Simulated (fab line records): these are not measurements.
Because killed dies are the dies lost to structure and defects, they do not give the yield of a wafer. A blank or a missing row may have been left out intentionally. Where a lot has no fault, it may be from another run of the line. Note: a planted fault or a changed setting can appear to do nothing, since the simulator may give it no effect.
Code-filled problem report in 8D (eight disciplines) form    flow sky130    the parts of the form that need people (team, actions taken, sign-off) are left out

## 1. WHAT IS WRONG
Wafers without a fault read 21.01 C, standard deviation 0.1; developer_temp_C at SKY_LI_CONTACT_DEVELOP_11 reads a mean of 23.21 C on 6 wafers belonging to 2 lots. That is +22 standard deviations from the usual mean.
The step: develop time 60 s.
The first sign was on wafer L885.2 at day 31 05:00, on litho_track-04. At this step, 42 wafers from 14 lots have a number in the record. The rule behind "out" and "out of limits": a value lying over 4 standard deviations away from the usual mean. All remaining wafers that have a number are taken as sound.

## 2. WHAT IT IS, WHAT IT ISN'T
question                     is                      is not
which readings at this step  developer_temp_C        -
which lots                   L885, L888              L882, L883, L884, L889, L894, L897, L899, L900, L902, L903, L904, L905
which wafers of those lots   all that have a number  -
read on which tools          litho_track-04          litho_track-02, litho_track-03
when                         from day 31 05:00       up to then (9 sound wafers); but 27 sound wafers of L889, L894, L897, L899, L900, L902, L903, L904, L905 came after

## 3. SUSPECTS, AND WHAT RULES EACH OUT
Counting: a tool at any process step up to the reading remains a suspect when it ran all the lots that are out and ran no sound lot after the first of those.
- litho_track-04 at SKY_LI_CONTACT_DEVELOP_11 (develop time 60 s): ruled out as a lasting fault. The sound lots L897, L899, L900, L904 went through it after L885, its earliest lot that is out (day 31 05:00).
Left after counting: nothing in the record.

## 4. THE CAUSE (what the simulator had put in)
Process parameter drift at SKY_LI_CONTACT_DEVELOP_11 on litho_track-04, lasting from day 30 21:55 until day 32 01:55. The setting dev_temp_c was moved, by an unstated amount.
Counting ruled it out, wrongly.

## 5. THE CHAIN OF EFFECTS, in route order
Each row: a reading where the mean over the struck wafers with a number is more than 3 standard deviations away from the usual. Readings are gone through only where the record gives a usual standard deviation; hours: the median, over the lots, of the time from a lot's start at the first step in this table giving one to that lot's start at this step; sigmas: the change measured in usual standard deviations.
hours  step                       reading           usual    on struck wafers  change  sigmas
0      SKY_LI_CONTACT_DEVELOP_11  developer_temp_C  21.01 C  23.21             +2.20   +22
Here are the process steps it includes:
- SKY_LI_CONTACT_DEVELOP_11: develop time 60 s.

## 6. HOW IT WOULD HAVE BEEN CAUGHT EARLIER
First out-of-limits reading in this record: day 31 05:00, which is 7 hours after fault onset at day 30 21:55.
